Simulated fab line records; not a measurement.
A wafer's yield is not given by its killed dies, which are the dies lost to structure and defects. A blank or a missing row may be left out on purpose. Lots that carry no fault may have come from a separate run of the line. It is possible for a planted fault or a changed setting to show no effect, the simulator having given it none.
The tool behind it: which one? | flow sky130 | 12 lots (36 wafers sampled), 1 step of a 708-step route

WHAT THE GAUGES SHOWED, per wafer
SKY_VIA1_THK_MEAS_01.
lot  | measured     | on           | VIA1_HDPCVD_THK (nm)
L074 | day 32 18:52 | filmMetro-04 | 1034 1029 1021
L077 | day 33 09:54 | filmMetro-02 | 1044 1047 1049
L079 | day 34 03:21 | filmMetro-02 | 1042 1026 1039
L081 | day 35 08:57 | filmMetro-02 | 1020 1020 1028
L083 | day 35 16:01 | filmMetro-04 | 1006 1006 1022
L085 | day 36 04:30 | filmMetro-01 | 1028 1031 1028
L086 | day 37 09:37 | filmMetro-04 | 1014 1000 1015
L089 | day 37 22:35 | filmMetro-01 | 1021 1006 1022
L090 | day 38 03:31 | filmMetro-04 | 1012 1023 1020
L093 | day 38 11:04 | filmMetro-01 | 1030 1033 1034
L095 | day 39 01:33 | filmMetro-04 | 1022 1041 1031
L097 | day 39 15:28 | filmMetro-02 | 1045 1030 1036

WHAT TOOL EACH LOT RAN ON (gives the tool, then ch and the chambers of the sampled wafers, and finally the start)
Before these readings, the record contains no process step.

THE ANSWER, worked out from the rows above alone
Rule: usual is defined by the lots themselves. The widest of any qualifying gaps counts: lots, ordered by their means at a reading, are off when they make up no more than a third of the lots, leave a main group of 4 or more, and stand apart from it by 3 or more times the standard deviation of that group's means. A main group whose means are all the same, to the digits that the tables above print for the reading, isn't used. A lot without any number at a reading at which 4 lots or more have one is off too. The other lots that the step has rows for count as sound.
Across all readings shown, no lot is off: no conclusion can be drawn from this.

WHAT THE SIMULATOR HAD INSERTED
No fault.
